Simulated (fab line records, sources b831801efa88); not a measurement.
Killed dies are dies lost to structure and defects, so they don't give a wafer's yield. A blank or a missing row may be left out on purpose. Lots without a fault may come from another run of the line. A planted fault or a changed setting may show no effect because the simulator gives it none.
fab line records | flow sky130
record lots=7 wafers=21 last_day=50
route steps=708 shown RES_XHIGH@340 SD_N@342 SD_P@359 PAD_OPEN@708
lots that met no fault: from a run of the same line without faults
start_h: hours from the record's first day to the start of the lot's first wafer shown | wait_h: hours since the lot's step before | " the same as in the row above | L1.1+2: a row that stands for several wafers | - no value, or no start given | * or withheld: withheld | < > ~ a bound
route shown NAME@n: a module of which the file shows steps, and the number in the route of the first | usual: mean/standard deviation of fault-free wafers | same: alike in all rows | chamber/n: place in a boat | sites: the reading at each site | _std_site: their standard deviation | _edge_site: outer sites' mean less inner sites' | radius_mm: how far each site lies from the wafer's centre | mask NAME#n: copy n | behind: the tool/chamber that last shaped the wafer | hold: why the lot was held/for how many hours/how that ended | device: the transistor (n, p or np) that didn't switch | end of line: the same wafers' tests at the end of the route | a step without rows: its recipe alone | killed: dies lost to structure and defects at the first sort, not the wafer's yield | map: a wafer's dies, x killed, . not, _ none there
set.NAME: the setting as run; set.NAME@STEP: as run at that earlier step | model.NAME: the simulator's own value behind a step, which no gauge read
lots at some steps of the route; a table a step, a row a wafer
services: from which hour (start_h, from the record's first day; less than 0 if before it) a tool's chamber was out of use, for how many hours, and why
## steps
# step SKY_RES_XHIGH_STRIP_08
# recipe chemistry=O2/N2 power_w=1400 pressure_mtorr=1500 platen_temp_c=withheld o2_flow_sccm=3000 n2_flow_sccm=300 overash_fraction=0.5
# usual drypump_motor_current_A=5.9/0.37 n2_flow_sccm=300.1/0.89 oes_product_au=0.711/0.005 strip_time_to_endpoint_s=14.27/0.041
# columns lot.wafer tool chamber start_h wait_h drypump_motor_current_A n2_flow_sccm oes_product_au rf_hours_counter_h strip_time_to_endpoint_s
L962.1 plasma_asher-01 1 628.66 0.1 6.2 299.2 0.706 16 14.29
L962.4 " 0 " " 5.3 300.2 0.711 - 14.32
L962.5 " 1 " " 6.2 297.3 0.717 - 14.32
L963.1 plasma_asher-03 1 660.96 0.1 5.7 299.9 0.705 82 14.28
L963.4 " 1 " " 5.7 299.2 0.713 - 14.30
L963.6 " 1 " " 5.8 298.7 0.705 - 14.29
L974.1 plasma_asher-03 1 728.58 0.1 5.7 300.5 0.715 89 14.25
L974.3 " 0 " " 6.3 301.1 0.712 - 14.23
L974.6 " 0 " " 6.3 300.8 0.707 - 14.29
L975.1 plasma_asher-03 1 738.98 0.1 5.7 299.2 0.719 90 14.26
L975.3 " 1 " " 5.7 300.0 0.713 - 14.23
L975.4 " 0 " " 6.3 300.4 0.707 - 14.22
L976.3 plasma_asher-03 1 740.25 0.1 5.7 301.2 0.708 - 14.21
L976.4 " 0 " " 6.3 301.0 0.714 - 14.26
L976.5 " 0 " " 6.3 300.0 0.702 - 14.22
L982.2 plasma_asher-02 0 807.31 0.1 5.9 299.9 0.707 5 14.22
L982.4 " 1 " " 5.6 299.8 0.705 - 14.22
L982.6 " 0 " " 5.8 300.4 0.717 - 14.19
L983.2 plasma_asher-02 0 811.93 0.1 5.9 300.3 0.709 5 14.29
L983.3 " 0 " " 5.9 300.4 0.695 - 14.25
L983.4 " 1 " " 5.6 299.6 0.709 - 14.29
# step SKY_RES_XHIGH_TW_MEAS_09
# usual RES_XHIGH_TW=1643/16
# columns lot.wafer tool chamber start_h wait_h RES_XHIGH_TW
L962.1 film_metro-04 - 628.76 0.1 1631
L962.4 " - " " 1627
L962.5 " - " " 1622
L963.1 film_metro-02 - 661.06 0.1 1653
L963.4 " - " " 1649
L963.6 " - " " 1643
L974.1 film_metro-03 - 728.68 0.1 1651
L974.3 " - " " 1646
L974.6 " - " " 1650
L975.1 film_metro-04 - 739.08 0.1 1613
L975.3 " - " " 1627
L975.4 " - " " 1624
L976.3 film_metro-04 - 740.33 0.1 1620
L976.4 " - " " 1611
L976.5 " - " " 1617
L982.2 film_metro-03 - 807.42 0.1 1662
L982.4 " - " " 1658
L982.6 " - " " 1657
L983.2 film_metro-03 - 812.04 0.1 1659
L983.3 " - " " 1650
L983.4 " - " " 1663
# step SKY_SD_N_DEHYDRATE_00
# recipe temp_c=200 time_s=60
# step SKY_SD_N_HMDS_01
# recipe prime_time_s=60 prime_temp_c=120
# step SKY_SD_N_COAT_02
# recipe resist=NOVOLAK spin_rpm=3000 resist_thk_nm=1140
# step SKY_SD_N_SOFTBAKE_03
# recipe temp_c=90 time_s=60 resist=NOVOLAK
# step SKY_SD_N_EXPOSE_04
# recipe mask_id=NSDM na=0.6 source_shape=conventional sigma_outer=0.6 polarization=unpolarized target_cd_nm=380 dose_mj=141
# step SKY_SD_N_PEB_05
# recipe temp_c=withheld time_s=* resist=NOVOLAK
# step SKY_SD_N_DEVELOP_06
# recipe resist=NOVOLAK developer=TMAH develop_time_s=60 dev_temp_c=23
# step SKY_SD_N_CD_MEAS_07
# recipe target_cd_nm=380
# usual cd_nm=380/3.3
# columns lot.wafer tool chamber start_h wait_h cd_nm
L962.1 cd_sem-02 - 657.21 0.1 387
L962.4 " - " " 388
L962.5 " - " " 389
L963.1 cd_sem-01 - 689.91 0.1 377
L963.4 " - " " 377
L963.6 " - " " 376
L974.1 cd_sem-01 - 755.88 0.1 375
L974.3 " - " " 377
L974.6 " - " " 379
L975.1 cd_sem-02 - 766.83 0.1 380
L975.3 " - " " 379
L975.4 " - " " 381
L976.3 cd_sem-01 - 768.07 0.1 381
L976.4 " - " " 383
L976.5 " - " " 382
L982.2 cd_sem-01 - 834.05 0.1 380
L982.4 " - " " 380
L982.6 " - " " 378
L983.2 cd_sem-02 - 837.77 0.1 385
L983.3 " - " " 385
L983.4 " - " " 386
# step SKY_SD_N_OVL_MEAS_08
# usual SD_N_OVL=-0.2/1.4
# columns lot.wafer tool chamber start_h wait_h SD_N_OVL[nm]
L962.1 overlay-02 - 657.33 0.1 -1.4
L962.4 " - " " -1.1
L962.5 " - " " -1.5
L963.1 overlay-01 - 690.03 0.1 -3.0
L963.4 " - " " -0.3
L963.6 " - " " -1.4
L974.1 overlay-02 - 756.00 0.1 1.4
L974.3 " - " " -1.3
L974.6 " - " " 0.4
L975.1 overlay-02 - 766.95 0.1 -2.6
L975.3 " - " " -2.0
L975.4 " - " " -2.4
L976.3 overlay-02 - 768.17 0.1 1.1
L976.4 " - " " 0.7
L976.5 " - " " -0.4
L982.2 overlay-02 - 834.16 0.1 1.7
L982.4 " - " " 3.3
L982.6 " - " " 1.7
L983.2 overlay-01 - 837.88 0.1 0.9
L983.3 " - " " 1.1
L983.4 " - " " 1.7
# step SKY_SD_N_IMPLANT_09
# recipe species=As energy_kev=50 dose_cm2=4e+15 tilt_deg=0
# step SKY_SD_N_IMPLANT_10
# recipe species=P energy_kev=20 dose_cm2=1e+14 tilt_deg=0
# usual beam_on_s=10.69/0.28 dose_ions_cm2=1.0001e+14/1.2e+11
# columns lot.wafer tool chamber start_h wait_h beam_on_s dose_ions_cm2
L962.1 implanter-04 0 657.52 0.1 10.89 1.0006e+14
L962.4 " 0 " " 10.98 9.999e+13
L962.5 " 0 " " 10.47 9.996e+13
L963.1 implanter-01 0 690.22 0.1 11.05 1.0014e+14
L963.4 " 0 " " 11.25 1.0008e+14
L963.6 " 0 " " 11.01 1.0004e+14
L974.1 implanter-01 0 756.19 0.1 19.61 1.8567e+14
L974.3 " 0 " " 20.18 1.8547e+14
L974.6 " 0 " " 20.00 1.8552e+14
L975.1 implanter-01 0 767.14 0.1 19.86 1.8547e+14
L975.3 " 0 " " 19.94 1.8547e+14
L975.4 " 0 " " 20.07 1.8548e+14
L976.3 implanter-01 0 768.39 0.1 19.89 1.8562e+14
L976.4 " 0 " " 20.30 1.8559e+14
L976.5 " 0 " " 20.47 1.8568e+14
L982.2 implanter-02 0 834.36 0.1 10.57 1.0011e+14
L982.4 " 0 " " 10.53 1.003e+14
L982.6 " 0 " " 10.67 9.994e+13
L983.2 implanter-04 0 838.09 0.1 10.52 1.0004e+14
L983.3 " 0 " " 10.71 9.986e+13
L983.4 " 0 " " 10.74 1.0019e+14
# step SKY_SD_N_STRIP_11
# recipe chemistry=O2/N2 power_w=1400 pressure_mtorr=1500 platen_temp_c=withheld o2_flow_sccm=3000 n2_flow_sccm=300 overash_fraction=0.5
# usual drypump_motor_current_A=5.8/0.45 n2_flow_sccm=300.2/0.93 oes_product_au=0.527/0.0043 strip_time_to_endpoint_s=22.56/0.038
# columns lot.wafer tool chamber start_h wait_h drypump_motor_current_A n2_flow_sccm oes_product_au rf_hours_counter_h strip_time_to_endpoint_s
L962.1 plasma_asher-02 1 657.67 0.1 5.6 303.0 0.527 98 22.46
L962.4 " 1 " " 5.6 301.4 0.529 - 22.53
L962.5 " 0 " " 5.9 300.6 0.529 - 22.48
L963.1 plasma_asher-04 1 690.37 0.1 6.7 300.3 0.526 55 22.59
L963.4 " 1 " " 6.7 298.6 0.526 - 22.55
L963.6 " 1 " " 6.6 298.9 0.526 - 22.56
L974.1 plasma_asher-02 0 756.34 0.1 5.9 300.4 0.522 1 22.59
L974.3 " 1 " " 5.6 300.8 0.525 - 22.60
L974.6 " 0 " " 5.9 299.2 0.528 - 22.63
L975.1 plasma_asher-02 1 767.29 0.1 5.6 300.2 0.532 2 22.57
L975.3 " 1 " " 5.6 299.1 0.527 - 22.55
L975.4 " 0 " " 5.9 300.3 0.530 - 22.53
L976.3 plasma_asher-02 0 768.52 0.1 5.9 298.4 0.519 - 22.56
L976.4 " 1 " " 5.6 300.9 0.528 - 22.56
L976.5 " 0 " " 5.9 301.4 0.523 - 22.52
L982.2 plasma_asher-02 0 834.49 0.1 5.9 299.0 0.526 8 22.60
L982.4 " 0 " " 5.9 299.7 0.521 - 22.56
L982.6 " 0 " " 5.9 299.7 0.531 - 22.62
L983.2 plasma_asher-02 1 838.21 0.1 5.6 300.6 0.530 8 22.59
L983.3 " 0 " " 5.9 299.7 0.522 - 22.55
L983.4 " 1 " " 5.6 300.5 0.525 - 22.54
# step SKY_SD_N_TW_MEAS_12
# usual SD_N_TW=3992/38
# columns lot.wafer tool chamber start_h wait_h SD_N_TW
L962.1 film_metro-02 - 657.77 0.1 4014
L962.4 " - " " 4022
L962.5 " - " " 4001
L963.1 film_metro-02 - 690.47 0.1 4058
L963.4 " - " " 4030
L963.6 " - " " 4077
L974.1 film_metro-04 - 756.44 0.1 3922
L974.3 " - " " 3910
L974.6 " - " " 3920
L975.1 film_metro-02 - 767.39 0.1 4040
L975.3 " - " " 3996
L975.4 " - " " 4007
L976.3 film_metro-03 - 768.61 0.1 3994
L976.4 " - " " 4000
L976.5 " - " " 4024
L982.2 film_metro-03 - 834.60 0.1 4020
L982.4 " - " " 4007
L982.6 " - " " 4028
L983.2 film_metro-03 - 838.32 0.1 4003
L983.3 " - " " 4018
L983.4 " - " " 4000
# step SKY_SD_N_CLEAN_13
# recipe chemistry=SC1/SC2 mix=1:4:20 temp_c=70 time_s=150 dry=n2_spin
# step SKY_SD_N_RTA_14
# recipe temp_c=1075 time_s=2 idle_temp_c=650 ramp_up_c_per_s=150 ramp_down_c_per_s=90 ambient=N2
# usual anneal_temp_c_max=1080.7/1.7 chamber_o2_ppm=1.998/0.022 lamp_power_pct=15.74/0.05 wafer_temp_C_max=1078.0/1.3
# columns lot.wafer tool chamber start_h wait_h anneal_temp_c_max chamber_o2_ppm lamp_power_pct wafer_temp_C_max
L962.1 rtp_anneal-02 0 657.88 0.0 1082.9 2.007 15.71 1078.2
L962.4 " 0 " " 1079.6 1.978 15.71 1075.6
L962.5 " 0 " " 1081.3 2.005 15.78 1080.3
L963.1 rtp_anneal-01 0 690.58 0.0 1078.9 1.998 15.73 1080.3
L963.4 " 0 " " 1077.7 1.990 15.79 1076.9
L963.6 " 0 " " 1078.8 2.001 15.71 1079.2
L974.1 rtp_anneal-02 0 756.55 0.0 1082.2 2.015 15.72 1077.9
L974.3 " 0 " " 1083.2 2.016 15.71 1079.1
L974.6 " 0 " " 1083.7 2.008 15.67 1078.6
L975.1 rtp_anneal-02 0 767.50 0.0 1080.4 2.018 15.68 1076.3
L975.3 " 0 " " 1082.2 1.995 15.76 1078.6
L975.4 " 0 " " 1082.7 2.008 15.77 1077.6
L976.3 rtp_anneal-01 0 768.72 0.0 1077.7 1.978 15.78 1078.1
L976.4 " 0 " " 1079.4 1.988 15.69 1076.3
L976.5 " 0 " " 1079.1 1.999 15.72 1076.7
L982.2 rtp_anneal-01 0 834.71 0.0 1079.5 2.042 15.71 1077.1
L982.4 " 0 " " 1081.1 2.037 15.68 1079.3
L982.6 " 0 " " 1080.3 2.036 15.78 1079.5
L983.2 rtp_anneal-02 0 838.43 0.0 1080.9 2.030 15.73 1077.9
L983.3 " 0 " " 1083.4 2.028 15.66 1077.5
L983.4 " 0 " " 1081.9 2.014 15.84 1075.6
# step SKY_SD_N_RS_MEAS_16
# recipe thk_meas_gauge=four-point-probe
# usual SD_N_RS=68.58/0.15
# columns lot.wafer tool chamber start_h wait_h hold SD_N_RS[ohm/sq]
L962.1 film_metro-02 - 658.05 0.1 - 68.82
L962.4 " - " " - 68.78
L962.5 " - " " - 68.82
L963.1 film_metro-03 - 690.76 0.1 - 68.39
L963.4 " - " " - 68.45
L963.6 " - " " - 68.42
L974.1 film_metro-02 - 756.72 0.1 await_dispo/0.2h/release 66.50
L974.3 " - " " await_dispo/0.2h/release 66.55
L974.6 " - " " await_dispo/0.2h/release 66.33
L974.1 film_metro-02 - 757.08 0.3 - 66.49
L974.3 " - " " - 66.44
L974.6 " - " " - 66.44
L975.1 film_metro-03 - 767.67 0.1 await_dispo/0.2h/release 66.39
L975.3 " - " " await_dispo/0.2h/release 66.22
L975.4 " - " " await_dispo/0.2h/release 66.38
L975.1 film_metro-03 - 768.03 0.3 - 66.13
L975.3 " - " " - 66.35
L975.4 " - " " - 66.31
L976.3 film_metro-02 - 768.91 0.1 await_dispo/0.2h/release 66.33
L976.4 " - " " await_dispo/0.2h/release 66.54
L976.5 " - " " await_dispo/0.2h/release 66.49
L976.3 film_metro-02 - 769.27 0.3 - 66.39
L976.4 " - " " - 66.51
L976.5 " - " " - 66.44
L982.2 film_metro-04 - 834.89 0.1 - 68.71
L982.4 " - " " - 68.58
L982.6 " - " " - 68.62
L983.2 film_metro-04 - 838.61 0.1 - 68.49
L983.3 " - " " - 68.55
L983.4 " - " " - 68.46
# step SKY_SD_N_RS_MEAS_17
# recipe thk_meas_gauge=four-point-probe
# usual SD_P_RS=147.1/0.44
# columns lot.wafer tool chamber start_h wait_h hold SD_P_RS[ohm/sq]
L962.1 film_metro-02 - 658.17 0.1 - 147.7
L962.4 " - " " - 147.8
L962.5 " - " " - 147.6
L963.1 film_metro-03 - 690.88 0.1 - 146.5
L963.4 " - " " - 146.7
L963.6 " - " " - 147.4
L974.1 film_metro-02 - 759.69 2.6 await_dispo/2.5h/release 147.5
L974.3 " - " " await_dispo/2.5h/release 147.3
L974.6 " - " " await_dispo/2.5h/release 146.9
L976.3 film_metro-02 - 771.77 2.5 await_dispo/2.4h/release 147.0
L976.4 " - " " await_dispo/2.4h/release 147.8
L976.5 " - " " await_dispo/2.4h/release 147.3
L975.1 film_metro-03 - 774.70 6.6 await_dispo/6.5h/release 147.1
L975.3 " - " " await_dispo/6.5h/release 147.0
L975.4 " - " " await_dispo/6.5h/release 147.1
L982.2 film_metro-04 - 835.01 0.1 - 147.0
L982.4 " - " " - 146.8
L982.6 " - " " - 147.0
L983.2 film_metro-04 - 838.73 0.1 - 147.4
L983.3 " - " " - 147.0
L983.4 " - " " - 147.1
# step SKY_PAD_OPEN_PROBE_99
# usual killed_at_M0_to_M3=42/6.4 killed_at_M4_up=3.2/1.9 killed_at_contacts=24/4.8 killed_at_front_end=16/4.4 killed_at_other=0.3/0.55 killed_dies=86/8.6 killed_open=46/6.6 killed_short=39/5.7
# same gross_dies=492 killed_at_back_side=0
# columns lot.wafer tool chamber start_h wait_h killed_at_M0_to_M3 killed_at_M4_up killed_at_contacts killed_at_front_end killed_at_other killed_dies killed_open killed_short model.etest.res_ndiff.rs_ohm_sq model.etest.res_ndiff_hv.rs_ohm_sq
L962.1 prober-01 - 1082.78 0.1 52 3 29 19 0 103 63 40 117.6 111.7
L962.4 prober-01 - 1082.93 0.2 55 3 23 25 0 106 58 48 117.5 112.2
L962.5 prober-01 - 1082.98 0.2 45 3 22 19 0 89 47 42 117.9 111.9
L963.1 prober-02 - 1105.95 0.1 39 4 25 16 1 85 50 34 117.5 111.5
L963.4 prober-02 - 1106.10 0.2 41 1 16 22 0 80 38 42 118.8 112.4
L963.6 prober-02 - 1106.20 0.2 46 6 21 22 1 96 37 59 118.8 112.4
L974.1 prober-01 - 1153.92 0.1 47 5 25 11 0 88 56 32 118 111.2
L974.3 prober-01 - 1154.02 0.2 41 2 29 8 0 80 39 41 116.7 111.3
L974.6 prober-01 - 1154.17 0.2 36 3 32 15 0 86 49 37 117.6 110.8
L975.1 prober-01 - 1161.31 0.1 37 4 17 10 1 69 32 36 115.6 110.3
L975.3 prober-01 - 1161.41 0.2 42 4 21 15 0 82 45 36 115.2 110.8
L975.4 prober-01 - 1161.46 0.2 54 6 24 11 0 95 51 44 115.3 110
L976.3 prober-02 - 1163.18 0.2 46 0 32 13 1 92 46 46 118.6 112.3
L976.4 prober-02 - 1163.23 0.2 28 6 34 11 1 80 46 34 119.1 112.9
L976.5 prober-02 - 1163.28 0.2 39 4 30 7 1 81 43 38 118.2 112.9
L982.2 prober-02 - 1200.22 0.1 35 4 21 12 0 72 36 35 119.7 113.8
L982.4 prober-02 - 1200.32 0.2 55 3 24 13 0 95 52 43 120.2 113.8
L982.6 prober-02 - 1200.42 0.2 43 1 23 12 1 80 49 31 120 113.9
L983.2 prober-01 - 1205.09 0.1 26 1 32 12 0 71 37 33 122.5 114.9
L983.3 prober-01 - 1205.14 0.2 41 6 38 15 0 100 63 37 122.1 115.4
L983.4 prober-01 - 1205.19 0.2 51 10 29 8 0 98 50 47 122.5 115.2
# killed by level:class
L962.1 VIA1:geometric_particle:open=14 VIA3:geometric_particle:open=12 LI_CONTACT:geometric_particle:open=10 VIA2:geometric_particle:open=8 CONTACT:geometric_particle:open=7 METAL2:geometric_particle:short=6 POLY_GATE:geometric_particle:short=5 LOCAL_INTERCONNECT:geometric_particle:short=5
L962.4 VIA1:geometric_particle:open=12 POLY_GATE:geometric_particle:open=9 FIELD_ISO:geometric_particle:open=7 METAL1:geometric_particle:short=7 VIA3:geometric_particle:open=7 LI_CONTACT:geometric_particle:open=6 CONTACT:geometric_particle:open=6 METAL2:geometric_particle:short=6
L962.5 VIA1:geometric_particle:open=12 VIA2:geometric_particle:open=9 CONTACT:geometric_particle:short=7 CONTACT:geometric_particle:open=7 FIELD_ISO:geometric_particle:short=6 VIA3:geometric_particle:open=5 FIELD_ISO:geometric_particle:open=4 LOCAL_INTERCONNECT:geometric_particle:short=4
L963.1 VIA1:geometric_particle:open=11 LI_CONTACT:geometric_particle:open=7 FIELD_ISO:geometric_particle:open=6 CONTACT:geometric_particle:open=6 VIA3:geometric_particle:open=6 FIELD_ISO:geometric_particle:short=5 CONTACT:geometric_particle:short=5 METAL1:geometric_particle:short=5
L963.4 VIA1:geometric_particle:open=9 METAL1:geometric_particle:short=8 CONTACT:geometric_particle:open=7 VIA2:geometric_particle:open=6 FIELD_ISO:geometric_particle:short=5 FIELD_ISO:geometric_particle:open=4 POLY_GATE:geometric_particle:open=4 POLY_GATE:geometric_particle:short=4
L963.6 METAL1:geometric_particle:short=12 CONTACT:geometric_particle:short=8 VIA1:geometric_particle:open=7 FIELD_ISO:geometric_particle:short=6 FIELD_ISO:geometric_particle:open=6 CONTACT:geometric_particle:open=6 VIA3:geometric_particle:open=6 VIA1:geometric_particle:short=5
L974.1 VIA1:geometric_particle:open=16 LI_CONTACT:geometric_particle:open=9 VIA2:geometric_particle:open=8 CONTACT:geometric_particle:open=7 VIA1:geometric_particle:short=6 VIA3:geometric_particle:open=6 CONTACT:geometric_particle:short=5 POLY_GATE:geometric_particle:open=4
L974.3 LI_CONTACT:geometric_particle:open=9 VIA2:geometric_particle:open=8 VIA1:geometric_particle:short=6 METAL1:geometric_particle:short=6 VIA1:geometric_particle:open=6 LOCAL_INTERCONNECT:geometric_particle:short=5 CONTACT:geometric_particle:open=5 CONTACT:geometric_particle:short=5
L974.6 CONTACT:geometric_particle:open=12 CONTACT:geometric_particle:short=9 VIA1:geometric_particle:open=9 LI_CONTACT:geometric_particle:open=8 VIA2:geometric_particle:open=6 VIA3:geometric_particle:short=5 VIA2:geometric_particle:short=4 VIA3:geometric_particle:open=4
L975.1 VIA1:geometric_particle:open=9 CONTACT:geometric_particle:open=8 METAL1:geometric_particle:short=6 VIA1:geometric_particle:short=5 FIELD_ISO:geometric_particle:short=4 LOCAL_INTERCONNECT:geometric_particle:short=4 METAL2:geometric_particle:short=4 VIA3:geometric_particle:open=4
L975.3 CONTACT:geometric_particle:open=13 VIA1:geometric_particle:open=10 VIA2:geometric_particle:open=7 VIA3:geometric_particle:open=6 FIELD_ISO:geometric_particle:short=4 VIA1:geometric_particle:short=4 METAL2:geometric_particle:short=4 POLY_GATE:geometric_particle:short=3
L975.4 VIA1:geometric_particle:open=11 VIA1:geometric_particle:short=8 VIA3:geometric_particle:open=8 LI_CONTACT:geometric_particle:open=5 CONTACT:geometric_particle:open=5 CONTACT:geometric_particle:short=5 POLY_GATE:geometric_particle:open=4 LI_CONTACT:geometric_particle:short=4
L976.3 LI_CONTACT:geometric_particle:open=10 CONTACT:geometric_particle:open=10 VIA1:geometric_particle:open=9 VIA1:geometric_particle:short=8 VIA3:geometric_particle:open=7 METAL1:geometric_particle:short=6 LOCAL_INTERCONNECT:geometric_particle:short=5 CONTACT:geometric_particle:short=5
L976.4 CONTACT:geometric_particle:open=16 LI_CONTACT:geometric_particle:open=10 VIA1:geometric_particle:open=7 METAL1:geometric_particle:short=5 METAL4:geometric_particle:short=5 LI_CONTACT:geometric_particle:short=4 FIELD_ISO:geometric_particle:short=3 POLY_GATE:geometric_particle:open=3
L976.5 LI_CONTACT:geometric_particle:open=9 CONTACT:geometric_particle:open=8 VIA1:geometric_particle:open=8 VIA3:geometric_particle:open=7 LOCAL_INTERCONNECT:geometric_particle:short=7 CONTACT:geometric_particle:short=5 FIELD_ISO:geometric_particle:short=4 VIA2:geometric_particle:short=4
L982.2 VIA1:geometric_particle:open=11 CONTACT:geometric_particle:open=10 POLY_GATE:geometric_particle:short=4 LI_CONTACT:geometric_particle:open=4 CONTACT:geometric_particle:short=4 METAL1:geometric_particle:short=4 VIA2:geometric_particle:open=4 METAL3:geometric_particle:short=4
L982.4 VIA1:geometric_particle:open=13 CONTACT:geometric_particle:open=9 VIA3:geometric_particle:open=8 METAL1:geometric_particle:short=7 CONTACT:geometric_particle:short=6 VIA2:geometric_particle:open=6 VIA3:geometric_particle:short=5 VIA1:geometric_particle:short=5
L982.6 VIA1:geometric_particle:open=12 CONTACT:geometric_particle:open=10 FIELD_ISO:geometric_particle:open=6 METAL1:geometric_particle:short=6 VIA2:geometric_particle:open=6 LOCAL_INTERCONNECT:geometric_particle:short=5 VIA2:geometric_particle:short=5 VIA1:geometric_particle:short=4
L983.2 CONTACT:geometric_particle:open=8 VIA3:geometric_particle:open=7 CONTACT:geometric_particle:short=6 LI_CONTACT:geometric_particle:short=5 LI_CONTACT:geometric_particle:open=5 LOCAL_INTERCONNECT:geometric_particle:short=5 METAL1:geometric_particle:short=4 VIA1:geometric_particle:open=4
L983.3 CONTACT:geometric_particle:open=15 VIA1:geometric_particle:open=10 LI_CONTACT:geometric_particle:open=9 VIA2:geometric_particle:open=9 METAL1:geometric_particle:short=7 CONTACT:geometric_particle:short=6 FIELD_ISO:geometric_particle:open=4 POLY_GATE:geometric_particle:open=4
L983.4 CONTACT:geometric_particle:open=11 VIA1:geometric_particle:open=10 LI_CONTACT:geometric_particle:open=8 METAL1:geometric_particle:short=7 METAL4:geometric_particle:short=7 METAL2:geometric_particle:short=7 VIA1:geometric_particle:short=6 VIA3:geometric_particle:open=5
## services
# columns tool chamber start_h hours kind
implanter-02 - 617.39 8.2 repair
implanter-04 - 618.39 2.8 pm
plasma_asher-04 - 624.56 5.9 repair
implanter-02 - 625.79 0.6 repair
plasma_asher-04 - 653.97 2.2 repair
plasma_asher-03 - 666.36 1.8 repair
plasma_asher-02 - 670.67 3.7 repair
plasma_asher-02 - 674.76 6.2 repair
implanter-01 - 700.44 1.3 repair
plasma_asher-04 - 702.46 1.8 repair
rtp_anneal-01 - 702.63 2.0 repair
implanter-01 - 706.41 3.0 repair
plasma_asher-02 - 717.25 1.3 repair
implanter-02 - 726.07 1.1 repair
plasma_asher-02 - 733.75 9.0 pm
plasma_asher-02 0 733.75 9.0 vent_cycle
plasma_asher-02 1 733.75 9.0 vent_cycle
plasma_asher-02 0 742.75 - clean
plasma_asher-02 1 742.75 - clean
implanter-02 - 751.41 1.6 repair
plasma_asher-02 - 792.56 14.6 pm
implanter-02 - 797.73 5.9 repair
implanter-04 - 806.92 4.8 repair
implanter-01 - 814.97 4.0 pm
## key
first_sign step=SKY_SD_N_IMPLANT_10 reading=dose_ions_cm2 direction=up sigmas=99+ usual=* struck=*
effect step=SKY_SD_N_IMPLANT_10 reading=beam_on_s direction=up sigmas=33 usual=10.69 struck=20.04
effect step=SKY_SD_N_RS_MEAS_16 reading=visit direction=added
effect step=SKY_SD_N_RS_MEAS_16 reading=SD_N_RS direction=down sigmas=15 usual=68.58 struck=66.41
model_effect step=SKY_PAD_OPEN_PROBE_99 value=etest.res_ndiff.rs_ohm_sq without=119.6 struck=117.1
met_at SKY_SD_N_IMPLANT_10
struck_wafers L974.1,L974.3,L974.6,L975.1,L975.3,L975.4,L976.3,L976.4,L976.5
tester_left_out L974,L975,L976
onset_between 690.22 756.19
fault kind=process_parameter_drift tool=implanter-01 chamber=- onset_h=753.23 steps=SKY_SD_N_IMPLANT_10 channel=dose_cm2 offset=* shape=step end_h=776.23 acts_in=* stated=*
# tester_left_out: of these lots the tester's yield and bins aren't shown, on N5 and GAA mostly nor the transistor test; their killed dies are dies lost to structure and defects alone, not to doping, threshold or leakage, so they don't give the yield
